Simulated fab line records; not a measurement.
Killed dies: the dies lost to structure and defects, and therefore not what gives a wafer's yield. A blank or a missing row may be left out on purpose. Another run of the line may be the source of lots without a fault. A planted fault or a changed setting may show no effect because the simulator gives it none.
What tool caused it? | flow sky130 | 13 lots with 39 wafers sampled at 2 steps, on a route of 708 steps

WHAT THE GAUGES READ, wafer by wafer
SKY_CONTACT_CD_MEAS_14 targets a cd of 170 nm. Usual: 170.3 nm for cd-nm, sd 1.5.
lot  | measured     | on        | cd-nm (nm)        | flag
L663 | day 31 04:20 | cd-sem-01 | 167.0 166.4 167.8 |
L664 | day 31 20:37 | cd-sem-01 | 170.6 169.8 172.1 |
L665 | day 32 00:14 | cd-sem-01 | 170.2 170.8 170.8 |
L667 | day 32 14:30 | cd-sem-02 | 170.9 168.9 171.9 |
L668 | day 33 03:59 | cd-sem-02 | 170.1 170.5 169.9 |
L669 | day 33 15:31 | cd-sem-02 | 171.7 171.2 170.4 |
L670 | day 33 22:56 | cd-sem-01 | 170.0 170.1 170.5 |
L679 | day 36 15:18 | cd-sem-02 | 172.6 173.0 171.5 |
L682 | day 37 11:22 | cd-sem-02 | 168.2 168.3 168.6 |
L683 | day 37 18:55 | cd-sem-01 | 172.2 172.0 171.1 |
L684 | day 38 01:58 | cd-sem-02 | 170.0 169.7 167.9 |
L685 | day 38 05:52 | cd-sem-02 | 169.0 168.4 169.2 |
L686 | day 38 10:05 | cd-sem-01 | 171.7 170.5 169.5 |

SKY_CONTACT_OVL_MEAS_15. Usual: CONTACT_OVL gives 2 nm (standard deviation 5.2).
lot  | measured     | on         | CONTACT_OVL (nm) | flag
L663 | day 31 04:27 | overlay-02 | 5 5 9            |
L664 | day 31 20:44 | overlay-01 | -2 -10 -8        |
L665 | day 32 00:20 | overlay-01 | 3 5 7            |
L667 | day 32 14:37 | overlay-02 | 0 11 -2          |
L668 | day 33 04:05 | overlay-01 | -5 -6 6          |
L669 | day 33 15:37 | overlay-01 | 2 1 6            |
L670 | day 33 23:02 | overlay-01 | 3 7 3            |
L679 | day 36 15:25 | overlay-02 | 4 3 5            |
L682 | day 37 11:29 | overlay-02 | 2 4 -1           |
L683 | day 37 19:02 | overlay-01 | -5 0 -8          |
L684 | day 38 02:05 | overlay-01 | -8 -6 -11        |
L685 | day 38 05:59 | overlay-02 | 4 8 8            |
L686 | day 38 10:12 | overlay-02 | 14 3 7           |

EACH LOT AND THE TOOL THAT RAN IT (in order: tool; ch and the chambers of the sampled wafers; start)
The record shows no process step preceding these readings.

WHAT THE TOOLS THEMSELVES READ (means of the sampled wafers that have a number; where no wafer has one, the mark that the record gives instead)
The record holds no such reading with a usual standard deviation.

THE ANSWER, worked out from the rows above alone
Rule: lot off if the mean of its wafers having a number is beyond 3 standard deviations from the usual mean. Also off: a lot with no number at a reading for which 4 or more lots have one. The other lots that the step has rows for count as sound. After the gauges, taken in route order, come the tools' own readings; for these a lot's mean is taken, as printed above. At the first step where some lot is off, the reading lying furthest off is the one used; lots without a number count as furthest.
No lot is off on any of the readings shown, so nothing can be concluded from this.

WHAT THE SIMULATOR HAD INSERTED
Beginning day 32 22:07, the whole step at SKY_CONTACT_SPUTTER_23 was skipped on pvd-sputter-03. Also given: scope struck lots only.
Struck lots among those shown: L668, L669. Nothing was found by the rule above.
